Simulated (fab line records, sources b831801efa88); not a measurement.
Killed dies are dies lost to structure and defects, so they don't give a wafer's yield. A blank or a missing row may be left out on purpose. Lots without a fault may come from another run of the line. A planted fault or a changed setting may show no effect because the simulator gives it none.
Chamber matching | flow gf180mcu | GF_STI_ETCH_14 on rie_si-01: 4 sister chambers
The step etches Si in HBr/Cl2/O2, target depth 360 nm, time 102.9 s. 8 wafers are shown with their chamber, then 7 later ones without.

WAFERS WITH THEIR CHAMBER
wafer  | chamber | oes_product_au (a.u.) | O2_flow_sccm (sccm)
L770.3 | 1       | 0.987                 | 6.058
L780.1 | 3       | 0.979                 | 6.020
L780.5 | 1       | 0.995                 | 6.008
L783.1 | 3       | 0.986                 | 5.964
L783.2 | 0       | 1.001                 | 6.028
L783.4 | 2       | 0.998                 | 6.009
L784.1 | 2       | 0.995                 | 6.014
L784.3 | 0       | 0.999                 | 6.052

WAFERS WITHOUT THEIR CHAMBER
wafer  | oes_product_au (a.u.) | O2_flow_sccm (sccm)
L784.4 | 0.989                 | 5.989
L789.1 | 0.987                 | 5.990
L789.3 | 0.984                 | 5.995
L789.5 | 0.993                 | 6.018
L790.1 | 0.994                 | 5.999
L790.2 | 0.983                 | 5.988
L790.4 | 1.000                 | 5.995

WHICH CHAMBER EACH WENT THROUGH
wafer  | from the rows above               | in truth
L784.4 | can't be placed: 3 or 1 or 2 or 0 | 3
L789.1 | can't be placed: 3 or 1 or 2      | 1
L789.3 | can't be placed: 3 or 1           | 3
L789.5 | can't be placed: 1 or 2 or 0      | 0
L790.1 | can't be placed: 2 or 1 or 0      | 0
L790.2 | 3                                 | 3
L790.4 | can't be placed: 2 or 0 or 1      | 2
Placed correctly: 1 of 7. Can't be placed from these rows: 6 (the true chamber is among the candidates in 6). Placed wrongly: 0.
How it was worked out, from the rows above alone: a wafer's distance from a chamber is the root of the sum, over the readings, of the square of ((its reading less the chamber's mean) divided by the reading's scatter). The wafer belongs to the nearest chamber; if the next one is less than 2 further off, it can't be placed. A chamber's mean is the mean of its shown wafers. The scatter: the root of (the sum of the squares of (reading less its chamber's mean) over the shown wafers, divided by (wafers less chambers)).
